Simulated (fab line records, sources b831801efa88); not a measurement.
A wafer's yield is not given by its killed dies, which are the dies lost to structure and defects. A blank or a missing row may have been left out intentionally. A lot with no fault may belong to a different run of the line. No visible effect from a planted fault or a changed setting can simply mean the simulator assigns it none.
Which tool was responsible? | flow sky130 | 33 wafers from 11 lots sampled at 5 of the route's 708 steps

WHAT THE GAUGES SHOWED, per wafer
SKY_METAL1_RS_MEAS_05: measures by four-point-probe. Usual: METAL1_ALCU_RS gives 0.1264 ohm/sq (standard deviation 0.0012).
lot  | measured     | on           | METAL1_ALCU_RS (ohm/sq) | flag
L179 | day 32 19:06 | filmMetro-04 | 0.1267 0.1261 0.1276    | 
L180 | day 32 22:30 | filmMetro-03 | 0.1275 0.1288 0.1274    | 
L182 | day 33 11:28 | filmMetro-04 | 0.1262 0.1286 0.1269    | 
L184 | day 34 07:59 | filmMetro-03 | 0.1259 0.1246 0.1253    | 
L186 | day 34 20:36 | filmMetro-04 | 0.1266 0.1248 0.1270    | 
L187 | day 34 22:38 | filmMetro-03 | 0.1262 0.1243 0.1257    | 
L191 | day 36 01:34 | filmMetro-03 | 0.1250 0.1257 0.1265    | 
L192 | day 36 21:44 | filmMetro-01 | 0.1251 0.1256 0.1267    | 
L197 | day 38 23:11 | filmMetro-01 | 0.1282 0.1279 0.1287    | 
L198 | day 39 05:14 | filmMetro-04 | 0.1278 0.1264 0.1268    | 
L202 | day 39 17:12 | filmMetro-01 | 0.1270 0.1274 0.1264    | 

SKY_VIA1_OVL_MEAS_13. Usual: VIA1_OVL gives -3 nm (standard deviation 6.3).
lot  | measured     | on         | VIA1_OVL (nm) | flag
L179 | day 35 02:47 | overlay-02 | -6 7 -5       | 
L180 | day 35 05:50 | overlay-02 | -5 2 -4       | 
L182 | day 35 19:05 | overlay-01 | -5 -1 -3      | 
L184 | day 36 14:22 | overlay-02 | -7 5 6        | 
L186 | day 37 02:46 | overlay-01 | -6 0 -6       | 
L187 | day 37 04:59 | overlay-02 | -9 0 6        | 
L191 | day 38 07:15 | overlay-02 | 1 -10 -4      | 
L192 | day 39 03:59 | overlay-02 | -8 -8 -5      | 
L197 | day 41 03:39 | overlay-02 | -14 -7 -4     | 
L198 | day 41 09:15 | overlay-02 | -7 -13 -3     | 
L202 | day 41 20:31 | overlay-02 | 7 -5 -5       | 

SKY_VIA1_RS_MEAS_22: measures by four-point-probe. Usual: VIA1_W_RS gives 0.425 ohm/sq (standard deviation 0.008).
lot  | measured     | on           | VIA1_W_RS (ohm/sq)                  | flag
L179 | day 35 03:40 | filmMetro-04 | 0.429 0.428 0.432                   | 
L180 | day 35 06:44 | filmMetro-02 | 0.426 0.425 0.437                   | 
L182 | day 35 20:00 | filmMetro-04 | 0.429 0.429 0.413                   | 
L184 | day 36 15:14 | filmMetro-03 | 0.421 0.425 0.413                   | 
L186 | day 37 03:40 | filmMetro-04 | 0.420 0.436 0.414                   | 
L187 | day 37 05:52 | filmMetro-03 | 0.414 0.416 0.431                   | 
L191 | day 38 08:08 | filmMetro-03 | 0.370 0.359 0.368 0.370 0.359 0.368 | OFF
L192 | day 39 05:18 | filmMetro-03 | 0.372 0.357 0.358 0.373 0.357 0.359 | OFF
L197 | day 41 04:32 | filmMetro-03 | 0.432 0.421 0.424                   | 
L198 | day 41 10:09 | filmMetro-03 | 0.433 0.425 0.438                   | 
L202 | day 41 21:23 | filmMetro-03 | 0.429 0.433 0.434                   | 

SKY_VIA1_THK_MEAS_23: measures by xrf. Usual: VIA1_W_THK gives 266 nm (standard deviation 5.3).
lot  | measured     | on           | VIA1_W_THK (nm)         | flag
L179 | day 35 03:47 | filmMetro-04 | 265 265 263             | 
L180 | day 35 06:52 | filmMetro-02 | 265 267 259             | 
L182 | day 35 20:07 | filmMetro-04 | 266 265 275             | 
L184 | day 36 15:21 | filmMetro-03 | 264 262 269             | 
L186 | day 37 03:46 | filmMetro-04 | 269 259 272             | 
L187 | day 37 05:59 | filmMetro-03 | 270 268 259             | 
L191 | day 38 16:19 | filmMetro-03 | 302 311 303 301 311 304 | OFF
L192 | day 39 12:53 | filmMetro-03 | 300 314 311 301 314 312 | OFF
L197 | day 41 04:39 | filmMetro-03 | 261 266 265             | 
L198 | day 41 10:16 | filmMetro-03 | 260 264 257             | 
L202 | day 41 21:31 | filmMetro-03 | 263 261 259             | 

TOOL THAT RAN EACH LOT (tool first, then ch and the chambers of the sampled wafers, then the start)
lot  | SKY_VIA1_CVD_21
L179 | cvdW-01 ch 0,1, day 35 03:34
L180 | cvdW-01 ch 0,1, day 35 06:39
L182 | cvdW-02 ch 0,1, day 35 19:55
L184 | cvdW-02 ch 0,1, day 36 15:08
L186 | cvdW-02 ch 0,1, day 37 03:34
L187 | cvdW-02 ch 0,1, day 37 05:46
L191 | cvdW-02 ch 0,1, day 38 08:02
L192 | cvdW-02 ch 0,1, day 39 05:13
L197 | cvdW-01 ch 0,1, day 41 04:26
L198 | cvdW-01 ch 0,1, day 41 10:04
L202 | cvdW-01 ch 0,1, day 41 21:17
- SKY_VIA1_CVD_21: deposits W, target thk 270 nm, time 80.902 s.

AS READ BY THE TOOLS THEMSELVES (means over the sampled wafers that have a number; for cases with no such wafer, the mark the record gives instead)
SKY_VIA1_CVD_21. Usual: chamberPressureTorr 40.00 Torr, standard deviation 0.092; heaterPowerW 800 W, standard deviation 32.
lot  | tool    | chamberPressureTorr (Torr) | heaterPowerW (W) | flag
L179 | cvdW-01 | 40.02                      | 841              | 
L180 | cvdW-01 | 40.03                      | 849              | 
L182 | cvdW-02 | 40.03                      | 800              | 
L184 | cvdW-02 | 40.09                      | 781              | 
L186 | cvdW-02 | 39.92                      | 784              | 
L187 | cvdW-02 | 40.00                      | 770              | 
L191 | cvdW-02 | 53.09                      | 788              | OFF
L192 | cvdW-02 | 53.02                      | 776              | OFF
L197 | cvdW-01 | 39.99                      | 834              | 
L198 | cvdW-01 | 39.98                      | 822              | 
L202 | cvdW-01 | 39.98                      | 823              | 

THE ANSWER, worked out from the rows above alone
Rule: lot off if the mean of its wafers having a number is beyond 3 standard deviations from the usual mean. A lot without any number at a reading at which 4 lots or more have one is off too. The other lots that the step has rows for count as sound. The gauges are gone through in route order, then the tools' own readings, and for those a lot's mean is taken as printed above. At the first step where some lot is off, the reading lying furthest off is the one used; lots without a number count as furthest.
Off: at SKY_VIA1_RS_MEAS_22 (VIA1_W_RS), L191, L192.
If a tool, at a process step before that reading, ran all the lots that are off and no sound lot after the first of them, it fits. The gauges at SKY_VIA1_RS_MEAS_22 aren't tried: what is off there is off at SKY_VIA1_CVD_21 too, on other tools, and a gauge's error can't cause that. One candidate fits, namely cvdW-02 at SKY_VIA1_CVD_21. Its last sound lot is L187 (day 37 05:46), its first lot that is off L191 (day 38 08:02): a fault that began between those two fits.
The tool's own readings at SKY_VIA1_CVD_21 bear it out: on the lots that are off they differ by more than 5 times the standard deviation of the sound lots' means. chamberPressureTorr reads 53.06 Torr there against 40.00 Torr on the sound lots.

WHAT WAS PUT IN BY THE SIMULATOR
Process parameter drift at SKY_VIA1_CVD_21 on cvdW-02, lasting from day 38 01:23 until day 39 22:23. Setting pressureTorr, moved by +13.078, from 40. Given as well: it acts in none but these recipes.
Shown lots that were struck: L191, L192. The rule given above showed the same thing.
